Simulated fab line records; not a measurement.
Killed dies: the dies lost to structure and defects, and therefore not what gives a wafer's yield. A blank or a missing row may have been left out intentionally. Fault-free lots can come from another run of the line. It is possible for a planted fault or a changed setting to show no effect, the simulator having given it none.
fab line records	flow gf180mcu
record lots=6	wafers=18	lastDay=34
route steps=602 shown V1@349
lots with no fault: from the same line, run without faults
startH: hours from the record's first day to the start of the lot's first wafer shown	waitH: how many hours have passed since the lot's step before this one	" repeats the value in the row above	L1.1+2: one row covering several wafers at once	- no value present, or no start provided	* or withheld: withheld	< > ~ a bound
route shown NAME@n: names a module that has steps shown in the file, with the first one's number in the route	usual: the fault-free wafers' mean and standard deviation	same: alike in all rows	chamber/n: place in a boat	sites: readings site by site	_std_site: their standard deviation	_edge_site: outer sites' mean less inner sites'	radiusMm: how far each site lies from the wafer's centre	mask NAME#n: copy n	behind: the tool/chamber that last shaped the wafer	hold: reason for holding the lot/hours on hold/outcome of the hold	device: whichever transistor did not switch (one of n, p or np)	end of line: the route-end tests of the same wafers	step lacking rows: just its recipe	killed: at the first sort, the dies lost to defects and structure; wafer yield is something else	map: per-die view of a wafer (x killed, . not killed, _ where there is no die)
set.NAME: the setting that was run; set.NAME@STEP: the one run at that earlier step	model.NAME: the simulator's own value behind a step, which no gauge read
lots at some steps of the route; a table a step, a row a wafer
services: when a tool's chamber went out of use (startH, in hours from the record's first day, below 0 if earlier), for how many hours, and the reason
## steps
# step GF_V1_CD_MEAS_14
# recipe targetCdNm=260
# usual cdNm=259.7/1.4
lot.wafer	tool	chamber	startH	waitH	cdNm
L534.2	cdSem-01	-	515.43	0.1	261.5
L534.3	"	-	"	"	262.4
L534.6	"	-	"	"	261.7
L542.1	cdSem-02	-	573.68	0.1	260.5
L542.2	"	-	"	"	259.8
L542.6	"	-	"	"	259.7
L543.1	cdSem-02	-	580.93	0.1	260.7
L543.3	"	-	"	"	260.2
L543.4	"	-	"	"	260.6
L545.2	cdSem-02	-	594.25	0.1	259.8
L545.5	"	-	"	"	260.5
L545.6	"	-	"	"	259.3
L546.2	cdSem-01	-	597.35	0.1	257.7
L546.4	"	-	"	"	259.8
L546.5	"	-	"	"	259.2
L547.3	cdSem-01	-	606.02	0.1	258.3
L547.4	"	-	"	"	257.2
L547.5	"	-	"	"	258.9
# step GF_V1_OVL_MEAS_15
# usual V1_OVL=3/6.6
lot.wafer	tool	chamber	startH	waitH	V1_OVL[nm]
L534.2	overlay-02	-	515.53	0.1	10
L534.3	"	-	"	"	2
L534.6	"	-	"	"	6
L542.1	overlay-01	-	573.80	0.1	-1
L542.2	"	-	"	"	2
L542.6	"	-	"	"	2
L543.1	overlay-01	-	581.05	0.1	-1
L543.3	"	-	"	"	0
L543.4	"	-	"	"	10
L545.2	overlay-01	-	594.36	0.1	13
L545.5	"	-	"	"	5
L545.6	"	-	"	"	7
L546.2	overlay-02	-	597.48	0.1	11
L546.4	"	-	"	"	12
L546.5	"	-	"	"	8
L547.3	overlay-01	-	606.11	0.1	-2
L547.4	"	-	"	"	1
L547.5	"	-	"	"	-2
# step GF_V1_ETCH_16
# recipe chemistry=N2/H2	targetDepthA=withheld	overetchA=withheld	timeS=withheld	target=BARC	ionEnergyEv=200	sourceW=500	biasW=100	pressureMtorr=30	n2FlowSccm=100	h2FlowSccm=200
# step GF_V1_ETCH_17
# recipe chemistry=C4F8/O2/Ar	maskMaterial=KrF	target=SiO2	stopOn=TiN	sourceW=1500	biasW=1200	pressureMtorr=40	c4f8FlowSccm=withheld	O2_flow_sccm=6	Ar_flow_sccm=300	timeS=withheld	targetDepthA=6300
# usual oesProductAu=0.856/0.0046
lot.wafer	tool	chamber	startH	waitH	oesProductAu
L534.2	rieDiel-02	0	-	-	0.857
L534.3	"	2	"	"	0.864
L534.6	"	1	"	"	0.855
L542.1	rieDiel-03	1	-	-	0.859
L542.2	"	3	"	"	0.857
L542.6	"	3	"	"	0.851
L543.1	rieDiel-01	0	-	-	0.859
L543.3	"	1	"	"	0.853
L543.4	"	1	"	"	0.850
L545.2	rieDiel-03	0	-	-	0.855
L545.5	"	3	"	"	0.857
L545.6	"	0	"	"	0.856
L546.2	rieDiel-02	0	-	-	0.851
L546.4	"	3	"	"	0.854
L546.5	"	2	"	"	0.857
L547.3	rieDiel-03	1	-	-	0.851
L547.4	"	3	"	"	0.855
L547.5	"	1	"	"	0.854
# step GF_V1_STRIP_18
# recipe chemistry=O2/N2	powerW=1400	pressureMtorr=1500	platenTempC=250	o2FlowSccm=3000	n2FlowSccm=300	overashFraction=0.5
# usual drypumpMotorCurrentA=5.6/0.37	heaterPowerW=346/18	oesProductAu=0.592/0.0044
# same overashFraction=0.5
lot.wafer	tool	chamber	startH	waitH	drypumpMotorCurrentA	heaterPowerW	oesProductAu	rfHoursCounterH
L534.2	plasmaAsher-03	0	515.69	-	5.6	392	0.591	76
L534.3	"	1	"	"	5.7	343	0.592	-
L534.6	"	0	"	"	5.6	397	0.588	-
L542.1	plasmaAsher-03	0	573.97	-	5.6	386	0.600	83
L542.2	"	1	"	"	5.7	345	0.590	83
L542.6	"	0	"	"	5.6	380	0.596	-
L543.1	plasmaAsher-01	1	581.22	-	5.9	354	0.589	15
L543.3	"	1	"	"	5.9	343	0.590	-
L543.4	"	0	"	"	4.8	342	0.590	-
L545.2	plasmaAsher-01	1	594.52	-	5.9	345	0.590	17
L545.5	"	1	"	"	5.9	351	0.596	-
L545.6	"	0	"	"	4.8	336	0.595	-
L546.2	plasmaAsher-03	0	597.64	-	5.6	394	0.590	85
L546.4	"	1	"	"	5.7	344	0.599	-
L546.5	"	0	"	"	5.5	379	0.592	-
L547.3	plasmaAsher-04	0	606.30	-	5.8	347	0.594	-
L547.4	"	1	"	"	5.7	326	0.595	-
L547.5	"	1	"	"	5.7	327	0.595	-
# step GF_V1_STRIP_19
# recipe chemistry=postEtchResidueRemover	timeS=1200	tempC=72.5
# step GF_V1_CLEAN_20
# recipe chemistry=DIW	dry=n2Spin
# step GF_V1_SPUTTER_21
# recipe material=Ti	targetThkNm=15	chamberPressurePa=5	powerW=2500	substrateTempC=200	timeS=80.02
# usual throttleValvePct=30.2/0.89
lot.wafer	tool	chamber	startH	waitH	throttleValvePct
L534.2	pvdSputter-01	-	516.23	0.0	30.4
L534.3	"	-	"	"	30.8
L534.6	"	-	"	"	30.8
L542.1	pvdSputter-04	-	574.60	0.0	28.6
L542.2	"	-	"	"	30.4
L542.6	"	-	"	"	31.2
L543.1	pvdSputter-02	-	581.76	0.0	28.6
L543.3	"	-	"	"	29.4
L543.4	"	-	"	"	30.2
L545.2	pvdSputter-01	-	595.08	0.0	30.8
L545.5	"	-	"	"	30.8
L545.6	"	-	"	"	30.6
L546.2	pvdSputter-04	-	598.17	0.0	29.9
L546.4	"	-	"	"	30.2
L546.5	"	-	"	"	28.3
L547.3	pvdSputter-04	-	606.80	0.0	28.5
L547.4	"	-	"	"	30.0
L547.5	"	-	"	"	29.9
# step GF_V1_SPUTTER_22
# recipe material=TiN	targetThkNm=10	chamberPressurePa=5	powerW=4000	timeS=40
# usual throttleValvePct=30.2/0.89
lot.wafer	tool	chamber	startH	waitH	throttleValvePct
L534.2	pvdSputter-01	-	516.29	0.0	30.7
L534.3	"	-	"	"	30.7
L534.6	"	-	"	"	30.7
L542.1	pvdSputter-04	-	574.66	0.0	28.4
L542.2	"	-	"	"	30.4
L542.6	"	-	"	"	31.2
L543.1	pvdSputter-02	-	581.82	0.0	28.6
L543.3	"	-	"	"	29.5
L543.4	"	-	"	"	30.2
L545.2	pvdSputter-01	-	595.14	0.0	31.0
L545.5	"	-	"	"	31.0
L545.6	"	-	"	"	30.6
L546.2	pvdSputter-04	-	598.23	0.0	30.1
L546.4	"	-	"	"	30.5
L546.5	"	-	"	"	28.8
L547.3	pvdSputter-04	-	606.86	0.0	28.7
L547.4	"	-	"	"	29.9
L547.5	"	-	"	"	29.8
# step GF_V1_CVD_23
# recipe material=W	targetThkNm=350	timeS=105.05	tempC=400	pressureTorr=40
# usual heaterPowerW=778/37
lot.wafer	tool	chamber	startH	waitH	heaterPowerW
L534.2	cvdW-02	0	516.33	0.0	803
L534.3	"	1	"	"	759
L534.6	"	1	"	"	759
L542.1	cvdW-01	0	574.70	0.0	726
L542.2	"	1	"	"	827
L542.6	"	1	"	"	809
L543.1	cvdW-01	1	581.86	0.0	831
L543.3	"	0	"	"	716
L543.4	"	1	"	"	802
L545.2	cvdW-02	1	595.18	0.0	763
L545.5	"	1	"	"	759
L545.6	"	0	"	"	812
L546.2	cvdW-01	1	598.27	0.0	824
L546.4	"	1	"	"	839
L546.5	"	1	"	"	811
L547.3	cvdW-01	0	606.94	0.1	725
L547.4	"	1	"	"	842
L547.5	"	1	"	"	819
# step GF_V1_RS_MEAS_24
# recipe thkMeasGauge=four-point-probe	reads=W_of_V1_CVD_23+TiN_of_V1_SPUTTER_22+Ti_of_V1_SPUTTER_21
# usual V1_W_RS=0.326/0.0037
lot.wafer	tool	chamber	startH	waitH	V1_W_RS[ohm/sq]
L534.2	filmMetro-01	-	516.46	0.1	0.327
L534.3	"	-	"	"	0.328
L534.6	"	-	"	"	0.328
L542.1	filmMetro-01	-	574.82	0.1	0.326
L542.2	"	-	"	"	0.327
L542.6	"	-	"	"	0.326
L543.1	filmMetro-01	-	581.97	0.1	0.331
L543.3	"	-	"	"	0.324
L543.4	"	-	"	"	0.328
L545.2	filmMetro-04	-	595.31	0.1	0.328
L545.5	"	-	"	"	0.331
L545.6	"	-	"	"	0.332
L546.2	filmMetro-04	-	598.40	0.1	0.326
L546.4	"	-	"	"	0.328
L546.5	"	-	"	"	0.326
L547.3	filmMetro-01	-	607.05	0.1	0.324
L547.4	"	-	"	"	0.323
L547.5	"	-	"	"	0.326
# step GF_V1_THK_MEAS_25
# recipe thkMeasGauge=xrf	reads=W_of_V1_CVD_23
# usual V1_W_THK=354/5
lot.wafer	tool	chamber	startH	waitH	V1_W_THK[nm]
L534.2	filmMetro-01	-	516.57	0.1	347
L534.3	"	-	"	"	348
L534.6	"	-	"	"	346
L542.1	filmMetro-01	-	574.94	0.1	352
L542.2	"	-	"	"	353
L542.6	"	-	"	"	355
L543.1	filmMetro-01	-	582.09	0.1	347
L543.3	"	-	"	"	353
L543.4	"	-	"	"	351
L545.2	filmMetro-04	-	595.42	0.1	353
L545.5	"	-	"	"	348
L545.6	"	-	"	"	351
L546.2	filmMetro-04	-	598.51	0.1	355
L546.4	"	-	"	"	354
L546.5	"	-	"	"	354
L547.3	filmMetro-01	-	607.15	0.1	351
L547.4	"	-	"	"	353
L547.5	"	-	"	"	349
# step GF_V1_CMP_26
# recipe stopOn=SiO2	downForcePsi=3.5	platenRpm=60	tOverpolishS=15.68	targetThkNm=0	padVelocityMS=0.94248
# usual edgeZonePressureFrac=1.001/0.0047	headPressurePsi=3.500/0.0085	motorCurrentA=11.3/1.1	overpolishRunS=15.679/0.0095	slurryFilterDpKPa=13.50/0.13	timeToEndpointS=85/3.9
lot.wafer	tool	chamber	startH	waitH	edgeZonePressureFrac	headPressurePsi	motorCurrentA	overpolishRunS	slurryFilterDpKPa	timeToEndpointS	model.W_of_V1_CVD_23.thkNm	model.SiO2_of_V1_CVD_02.thkNm
L534.2	cmp-01	0	516.67	0.1	1.007	3.505	12.5	15.678	13.43	87	0	630.1
L534.3	"	2	"	"	1.001	3.510	10.1	15.682	13.58	89	0	628.1
L534.6	"	0	"	"	1.000	3.492	12.6	15.674	13.17	85	0	628.6
L542.2	cmp-02	3	575.25	0.3	-	-	-	-	-	-	350	632.7
L542.1	"	1	"	"	-	-	-	-	-	-	351.1	633.4
L542.6	"	3	"	"	-	-	-	-	-	-	351.1	635.1
L543.3	cmp-01	1	582.15	0.0	-	-	-	-	-	-	352.8	635.2
L543.1	"	2	"	"	-	-	-	-	-	-	345.4	633.1
L543.4	"	3	"	"	-	-	-	-	-	-	349.6	633.5
L545.2	cmp-01	1	595.57	0.1	1.010	3.504	11.0	15.679	13.40	81	0	629.4
L545.5	"	3	"	"	0.999	3.492	11.2	15.677	13.58	83	0	630.3
L545.6	"	0	"	"	1.007	3.490	12.6	15.665	13.35	78	0	627.7
L546.4	cmp-01	0	598.66	0.1	1.009	3.522	12.2	15.678	13.57	84	0	629.4
L546.2	"	1	"	"	1.001	3.502	10.7	15.680	13.60	82	0	629.4
L546.5	"	3	"	"	0.995	3.507	10.6	15.688	13.30	83	0	629.9
L547.4	cmp-01	0	607.29	0.1	0.998	3.498	13.1	15.677	13.75	84	0	627.2
L547.3	"	1	"	"	1.006	3.514	10.5	15.686	13.48	84	0	626.5
L547.5	"	2	"	"	1.006	3.498	10.5	15.680	13.51	85	0	626
## services
tool	chamber	startH	hours	kind
pvdSputter-02	-	500.48	1.1	repair
cmp-02	-	500.90	5.3	pm
pvdSputter-02	-	506.28	4.6	repair
cmp-02	-	506.98	11.1	repair
rieDiel-01	3	507.79	2.0	repair
rieDiel-03	3	519.77	15.1	repair
pvdSputter-01	-	521.48	38.2	repair
rieDiel-01	2	532.91	3.4	repair
rieDiel-03	3	534.87	-	clean
rieDiel-03	3	534.87	17.2	scheduledDown
rieDiel-03	3	534.87	17.2	ventCycle
rieDiel-01	-	541.20	28.1	pm
rieDiel-02	-	548.62	0.4	repair
rieDiel-03	0	553.18	8.0	repair
cmp-01	-	553.75	0.6	repair
plasmaAsher-01	-	554.40	2.9	repair
cmp-02	-	557.88	10.2	repair
plasmaAsher-04	-	561.60	0.8	repair
rieDiel-03	0	562.57	6.5	repair
cmp-01	-	573.41	4.0	pm
cmp-01	-	577.41	-	consumableReplace:conditioner
cmp-01	-	577.41	-	consumableReplace:pad
cmp-02	-	580.02	5.0	pm
pvdSputter-01	-	606.38	8.8	repair
## key
firstSign step=GF_V1_CMP_26	reading=toolRecord	direction=missing
effect none on later readings
modelEffect step=GF_V1_CMP_26	value=W_of_V1_CVD_23.thkNm	without=0	struck=350
metAt GF_V1_CMP_26
struckWafers L542.1,L542.2,L542.6,L543.1,L543.3,L543.4
laterRowsLeftOut L542.1,L542.2,L542.6,L543.1,L543.3,L543.4
sortLeftOut L542.1,L542.2,L542.6,L543.1,L543.3,L543.4
onsetBetween 516.67 575.25
fault kind=skippedStepWhole	tool=cmp-01,cmp-02	chamber=-	onsetH=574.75	steps=GF_V1_CMP_26	scope=struckLotsOnly
# sortLeftOut: the simulated sort isn't trusted on such a fault, so these wafers' sort isn't shown, and their yield isn't known
# laterRowsLeftOut: the simulator's readings of these wafers behind a module that went badly wrong aren't trusted and aren't shown, but for the sort
